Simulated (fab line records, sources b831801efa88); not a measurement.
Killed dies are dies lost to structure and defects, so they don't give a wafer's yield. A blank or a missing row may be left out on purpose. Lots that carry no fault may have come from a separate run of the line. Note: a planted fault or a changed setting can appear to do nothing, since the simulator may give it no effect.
fab line records	flow sky130
record lots=6	wafers=18	last-day=50
route steps=708 shown METAL5@669 PASSIVATION@681
lots untouched by any fault: they come from a run of this same line in which no faults occurred
start-h: hours from the record's opening day to when the first of the lot's shown wafers began	wait-h: hours from the lot's prior step to this one	" the same as in the row above	L1.1+2: a row that stands for several wafers	- no value, or no start given	* or withheld: withheld	< > ~ a bound
route shown NAME@n: names a module that has steps shown in the file, with the first one's number in the route	usual: average and standard deviation across the fault-free wafers	same: alike in all rows	chamber/n: place in a boat	sites: each site's reading	_std_site: how widely they spread, as a standard deviation	_edge_site: inner sites' mean taken away from outer sites' mean	radius-mm: how far each site lies from the wafer's centre	mask NAME#n: copy n	behind: the last tool/chamber to shape the wafer	hold: cause of the lot's hold/its duration in hours/its outcome	device: names the non-switching transistor (n, p or np)	end of line: the same wafers' tests at the end of the route	step lacking rows: just its recipe	killed: dies lost to structure and defects at the first sort, not the wafer's yield	map: per-die view of a wafer (x killed, . not killed, _ where there is no die)
set.NAME: the setting as run; set.NAME@STEP: as run at that earlier step	model.NAME: the simulator's own value behind a step, which no gauge read
lots at some steps of the route; a table a step, a row a wafer
services: a tool's chamber out of use, with start hour (start-h, from the record's first day; less than 0 if before it), hours out, and reason
## steps
# step SKY_METAL5_HMDS_08
# recipe prime-time-s=60	prime-temp-c=120
# step SKY_METAL5_COAT_09
# recipe resist=NOVOLAK	spin-rpm=3000	resist-thk-nm=1800
# step SKY_METAL5_SOFTBAKE_10
# recipe temp-c=90	time-s=60	resist=NOVOLAK
# step SKY_METAL5_EXPOSE_11
# recipe mask-id=MM5	na=0.6	source-shape=conventional	sigma-outer=0.6	polarization=unpolarized	target-cd-nm=1600	dose-mj=190
# step SKY_METAL5_PEB_12
# recipe temp-c=withheld	time-s=*	resist=NOVOLAK
# step SKY_METAL5_DEVELOP_13
# recipe resist=NOVOLAK	developer=TMAH	develop-time-s=60	dev-temp-c=23
# step SKY_METAL5_DESCUM_14
# recipe chemistry=O2	source-power-w=150	bias-power-w=0	pressure-mtorr=10	temp-c=40	time-s=11
# usual drypump-motor-current-A=5.7/0.36	oes-product-au=0.998/0.0075
lot.wafer	tool	chamber	start-h	wait-h	drypump-motor-current-A	oes-product-au	rf-hours-counter-h
L862.3	rie-metal-01	1	1051.63	0.1	5.3	1.006	-
L862.5	"	0	"	"	5.4	0.996	-
L862.6	"	1	"	"	5.3	1.009	-
L863.1	rie-metal-01	0	1056.52	0.1	5.4	0.984	9
L863.4	"	1	"	"	5.3	1.003	-
L863.5	"	1	"	"	5.3	0.994	-
L867.1	rie-metal-02	0	1079.99	0.1	5.6	0.996	18
L867.4	"	0	"	"	5.6	0.996	-
L867.5	"	0	"	"	5.6	1.003	-
L868.2	rie-metal-04	0	1082.47	0.1	6.3	1.010	19
L868.4	"	0	"	"	6.3	1.010	-
L868.5	"	1	"	"	6.0	1.007	-
L869.3	rie-metal-04	0	1090.08	0.1	6.3	1.008	-
L869.4	"	1	"	"	6.0	1.004	-
L869.5	"	1	"	"	6.0	1.007	-
L879.2	rie-metal-04	1	1162.89	0.1	6.0	0.995	18
L879.3	"	1	"	"	6.0	0.997	-
L879.6	"	0	"	"	6.3	1.001	-
# step SKY_METAL5_METAL_ETCH_15
# recipe target-depth-a=12600	stop-on=SiO2	over-etch-frac=0.2	time-s=252	chemistry=Cl2/BCl3	resist-sidewall-deg=86	pressure-mtorr=10	icp-w=900	bias-w=48.5	Cl2_flow_sccm=60	bcl3-flow-sccm=30
# usual bcl3-flow-sccm=30.01/0.085	drypump-motor-current-A=5.7/0.36	oes-product-au=0.895/0.0048	throttle-valve-pct=22.264/0.0086
lot.wafer	tool	chamber	start-h	wait-h	bcl3-flow-sccm	drypump-motor-current-A	oes-product-au	rf-hours-counter-h	throttle-valve-pct
L862.3	rie-metal-01	1	1051.73	0.1	29.97	5.3	0.896	-	22.270
L862.5	"	0	"	"	30.00	5.4	0.893	-	22.279
L862.6	"	1	"	"	29.98	5.3	0.894	-	22.269
L863.1	rie-metal-01	0	1056.55	0.0	30.00	5.4	0.906	9	22.248
L863.4	"	1	"	"	29.70	5.3	0.900	-	22.271
L863.5	"	1	"	"	29.98	5.3	0.892	-	22.266
L867.1	rie-metal-02	0	1080.02	0.0	29.83	5.6	0.889	18	22.263
L867.4	"	0	"	"	29.97	5.6	0.895	-	22.258
L867.5	"	0	"	"	30.01	5.6	0.893	-	22.257
L868.2	rie-metal-04	0	1082.50	0.0	30.07	6.4	0.889	19	22.272
L868.4	"	0	"	"	29.90	6.4	0.891	-	22.269
L868.5	"	1	"	"	30.07	6.0	0.890	-	22.263
L869.3	rie-metal-04	0	1090.18	0.1	30.16	6.3	0.892	-	22.272
L869.4	"	1	"	"	30.06	6.0	0.900	-	22.264
L869.5	"	1	"	"	30.05	6.0	0.898	-	22.252
L879.2	rie-metal-04	1	1162.92	0.0	30.01	6.0	0.891	18	22.276
L879.3	"	1	"	"	29.92	6.0	0.896	-	22.258
L879.6	"	0	"	"	30.11	6.4	0.893	-	22.266
# step SKY_METAL5_STRIP_16
# recipe chemistry=O2/N2	power-w=1400	pressure-mtorr=1500	platen-temp-c=withheld	o2-flow-sccm=3000	n2-flow-sccm=300	overash-fraction=0.5
# usual drypump-motor-current-A=5.8/0.52	oes-product-au=0.711/0.0047	strip-time-to-endpoint-s=13.07/0.095
lot.wafer	tool	chamber	start-h	wait-h	drypump-motor-current-A	oes-product-au	rf-hours-counter-h	strip-time-to-endpoint-s
L862.3	plasma-asher-02	1	1051.92	0.1	6.5	0.716	-	13.00
L862.5	"	1	"	"	6.4	0.712	-	13.15
L862.6	"	0	"	"	5.4	0.711	-	13.03
L863.1	plasma-asher-02	1	1056.79	0.2	6.4	0.719	31	13.20
L863.4	"	0	"	"	5.4	0.703	-	13.04
L863.5	"	0	"	"	5.4	0.706	-	13.09
L867.1	plasma-asher-02	0	1080.26	0.2	5.4	0.709	34	13.25
L867.4	"	0	"	"	5.4	0.708	-	13.14
L867.5	"	0	"	"	5.4	0.709	-	13.10
L868.2	plasma-asher-04	0	1082.74	0.2	6.1	0.718	66	12.95
L868.4	"	1	"	"	5.1	0.712	-	13.03
L868.5	"	0	"	"	6.1	0.710	-	12.99
L869.3	plasma-asher-04	0	1090.37	0.1	6.2	0.710	-	13.04
L869.4	"	1	"	"	5.1	0.713	-	13.15
L869.5	"	0	"	"	6.2	0.711	-	13.12
L879.2	plasma-asher-03	0	1163.16	0.2	5.5	0.714	10	13.00
L879.3	"	0	"	"	5.5	0.710	-	13.12
L879.6	"	0	"	"	5.5	0.714	-	12.92
# step SKY_METAL5_STRIP_17
# recipe chemistry=post-etch-residue-remover	time-s=1200	temp-c=72.5
# step SKY_METAL5_CLEAN_18
# recipe chemistry=IPA	time-s=180	temp-c=25
# step SKY_METAL5_CLEAN_19
# recipe chemistry=O3/DIW	dry=n2-spin
# step SKY_PASSIVATION_CVD_00
# recipe material=SiO2	target-thk-nm=90	temp-c=400	time-s=withheld	rf-w=600
# usual heater-power-outer-w=405/74	heater-power-w=701/110
lot.wafer	tool	chamber	start-h	wait-h	heater-power-outer-w	heater-power-w
L862.3	pecvd-01	1	1052.52	0.0	375	670
L862.5	"	1	"	"	378	649
L862.6	"	0	"	"	455	727
L863.1	pecvd-03	0	1057.47	0.0	352	701
L863.4	"	0	"	"	366	695
L863.5	"	2	"	"	440	745
L867.1	pecvd-03	0	1081.29	0.0	-	-
L867.4	"	1	"	"	-	-
L867.5	"	2	"	"	-	-
L868.2	pecvd-01	2	1083.60	0.0	-	-
L868.4	"	2	"	"	-	-
L868.5	"	0	"	"	-	-
L869.3	pecvd-01	0	1090.95	0.0	443	697
L869.4	"	0	"	"	443	688
L869.5	"	1	"	"	359	617
L879.2	pecvd-04	2	1163.79	0.0	494	840
L879.3	"	0	"	"	303	607
L879.6	"	2	"	"	487	843
# step SKY_PASSIVATION_CVD_02
# recipe material=Si3N4	target-thk-nm=540	temp-c=400	time-s=withheld	rf-w=450
# usual heater-power-outer-w=451/79	heater-power-w=764/110
lot.wafer	tool	chamber	start-h	wait-h	heater-power-outer-w	heater-power-w
L862.3	pecvd-04	2	1052.60	0.0	496	822
L862.5	"	2	"	"	504	838
L862.6	"	1	"	"	554	886
L863.1	pecvd-01	1	1057.55	0.1	431	727
L863.4	"	0	"	"	537	825
L863.5	"	1	"	"	331	596
L867.1	pecvd-04	0	1081.37	0.1	420	744
L867.4	"	1	"	"	506	835
L867.5	"	0	"	"	306	622
L868.2	pecvd-03	1	1083.68	0.0	317	536
L868.4	"	0	"	"	434	799
L868.5	"	1	"	"	321	538
L869.3	pecvd-03	0	1091.03	0.0	472	863
L869.4	"	1	"	"	324	524
L869.5	"	2	"	"	469	773
L879.2	pecvd-01	0	1163.88	0.0	534	784
L879.3	"	2	"	"	494	837
L879.6	"	1	"	"	425	696
# step SKY_PASSIVATION_DEHYDRATE_04
# recipe temp-c=200	time-s=60
# step SKY_PASSIVATION_HMDS_05
# recipe prime-time-s=60	prime-temp-c=120
# step SKY_PASSIVATION_COAT_06
# recipe spin-rpm=2000	resist-thk-nm=3000
# step SKY_PASSIVATION_SOFTBAKE_07
# recipe temp-c=110.4	time-s=withheld
# step SKY_PASSIVATION_EXPOSE_08
# recipe mask-id=NSM	target-cd-nm=3000	na=0.57	dose-mj=260
# step SKY_PASSIVATION_PEB_09
# recipe temp-c=115	time-s=withheld
# step SKY_PASSIVATION_DEVELOP_10
# recipe develop-time-s=60	dev-temp-c=23
# step SKY_PASSIVATION_ETCH_11
# recipe chemistry=CF4/O2	target-depth-nm=725	stop-on=AlCu	source-w=800	bias-w=150	pressure-mtorr=150	cf4-flow-sccm=80	O2_flow_sccm=10	time-s=161.1
# usual drypump-motor-current-A=6.0/0.34	oes-product-au=0.978/0.0064	throttle-valve-pct=5.965/0.009
lot.wafer	tool	chamber	start-h	wait-h	drypump-motor-current-A	oes-product-au	rf-hours-counter-h	throttle-valve-pct	model.etch.depth-nm	model.PASSIVATION.feature-depth-nm
L862.3	rie-diel-04	3	1074.03	-	5.6	0.976	9	5.970	701.6	701.6
L862.5	"	3	"	"	5.6	0.981	-	5.963	706.4	706.4
L862.6	"	0	"	"	6.0	0.984	-	5.965	709.4	709.4
L863.1	rie-diel-04	3	1078.83	-	5.6	0.979	9	5.971	707.6	707.6
L863.4	"	1	"	"	6.5	0.989	14	5.988	714.5	714.5
L863.5	"	2	"	"	5.7	0.980	-	5.951	709.1	709.1
L867.1	rie-diel-04	1	1102.07	-	6.4	0.988	15	5.957	717.8	717.8
L867.4	"	0	"	"	6.0	0.994	15	5.967	721.1	721.1
L867.5	"	3	"	"	5.6	0.982	-	5.973	720.1	720.1
L868.2	rie-diel-01	3	1103.89	-	6.6	0.999	22	5.974	725	725
L868.4	"	2	"	"	6.1	0.988	19	5.978	725	725
L868.5	"	2	"	"	6.1	0.986	-	5.981	725	725
L869.3	rie-diel-04	0	1110.43	-	6.1	0.974	16	5.959	703.7	703.7
L869.4	"	3	"	"	5.6	0.985	10	5.957	709	709
L869.5	"	1	"	"	6.4	0.991	-	5.957	709.5	709.5
L879.2	rie-diel-04	1	1180.99	-	6.4	0.976	17	5.955	707.7	707.7
L879.3	"	2	"	"	5.7	0.976	15	5.962	699.4	699.4
L879.6	"	3	"	"	5.5	0.974	-	5.972	705.9	705.9
# step SKY_PASSIVATION_STRIP_12
# recipe chemistry=O2/N2	power-w=1400	pressure-mtorr=1500	platen-temp-c=withheld	overash-fraction=0.7	o2-flow-sccm=3000	n2-flow-sccm=300
# usual drypump-motor-current-A=5.8/0.51	oes-product-au=0.661/0.0048	strip-time-to-endpoint-s=31.44/0.1
lot.wafer	tool	chamber	start-h	wait-h	drypump-motor-current-A	oes-product-au	rf-hours-counter-h	strip-time-to-endpoint-s
L862.3	plasma-asher-01	0	1074.17	0.1	5.5	0.653	-	31.48
L862.5	"	1	"	"	6.4	0.662	-	31.61
L862.6	"	0	"	"	5.5	0.664	-	31.49
L863.1	plasma-asher-02	1	1078.93	0.1	6.5	0.662	34	31.36
L863.4	"	1	"	"	6.4	0.664	-	31.37
L863.5	"	0	"	"	5.4	0.665	-	31.39
L867.1	plasma-asher-04	1	1102.18	0.1	5.1	0.668	68	31.55
L867.4	"	0	"	"	6.1	0.667	-	31.49
L867.5	"	1	"	"	5.1	0.662	-	31.59
L868.2	plasma-asher-02	1	1103.99	0.1	6.4	0.654	37	31.21
L868.4	"	1	"	"	6.4	0.664	-	31.32
L868.5	"	0	"	"	5.4	0.658	-	31.25
L869.3	plasma-asher-02	1	1110.57	0.1	6.4	0.665	-	31.33
L869.4	"	0	"	"	5.4	0.659	-	31.42
L869.5	"	0	"	"	5.4	0.658	-	31.57
L879.2	plasma-asher-01	1	1181.10	0.1	6.4	0.670	110	31.43
L879.3	"	1	"	"	6.4	0.661	-	31.37
L879.6	"	0	"	"	5.5	0.665	-	31.44
## services
tool	chamber	start-h	hours	kind
rie-diel-04	1	1047.02	8.6	repair
rie-diel-04	0	1048.07	8.1	repair
pecvd-01	2	1049.41	5.5	scheduled-down
plasma-asher-04	-	1050.20	9.9	repair
plasma-asher-03	-	1055.34	9.0	pm
rie-metal-04	-	1060.83	1.4	pm
pecvd-03	-	1064.46	0.4	repair
rie-metal-04	1	1066.61	1.7	repair
rie-diel-01	1	1067.33	2.5	repair
pecvd-01	2	1070.47	2.4	repair
plasma-asher-01	-	1077.41	6.6	repair
rie-metal-01	0	1095.17	23.8	repair
pecvd-03	-	1095.42	1.8	repair
plasma-asher-04	-	1103.48	9.0	pm
plasma-asher-01	-	1110.15	3.0	repair
plasma-asher-01	-	1115.45	2.8	pm
pecvd-04	1	1115.54	3.6	repair
plasma-asher-03	-	1117.62	0.8	repair
rie-metal-02	-	1135.59	1.2	repair
plasma-asher-03	-	1145.50	1.7	repair
rie-metal-01	-	1149.09	0.5	repair
pecvd-04	-	1159.82	1.0	repair
plasma-asher-04	-	1162.28	0.4	repair
rie-metal-04	1	1171.26	3.2	repair
## key
first-sign step=SKY_PASSIVATION_CVD_00	reading=tool-record	direction=missing
effect none on later readings
model-effect step=SKY_PASSIVATION_ETCH_11	value=etch.depth-nm	without=709.6	struck=722.3
met-at SKY_PASSIVATION_CVD_00
struck-wafers L867.1,L867.4,L867.5,L868.2,L868.4,L868.5
later-rows-left-out L867.1,L867.4,L867.5,L868.2,L868.4,L868.5
sort-left-out L867.1,L867.4,L867.5,L868.2,L868.4,L868.5
onset-between 1057.47 1081.29
fault kind=skipped-step-whole	tool=pecvd-01,pecvd-03	chamber=-	onset-h=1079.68	steps=SKY_PASSIVATION_CVD_00	scope=struck-lots-only
# sort-left-out: the simulated sort isn't trusted on such a fault, so these wafers' sort isn't shown, and their yield isn't known
# later-rows-left-out: the simulator's readings of these wafers behind a module that went badly wrong aren't trusted and aren't shown, but for the sort
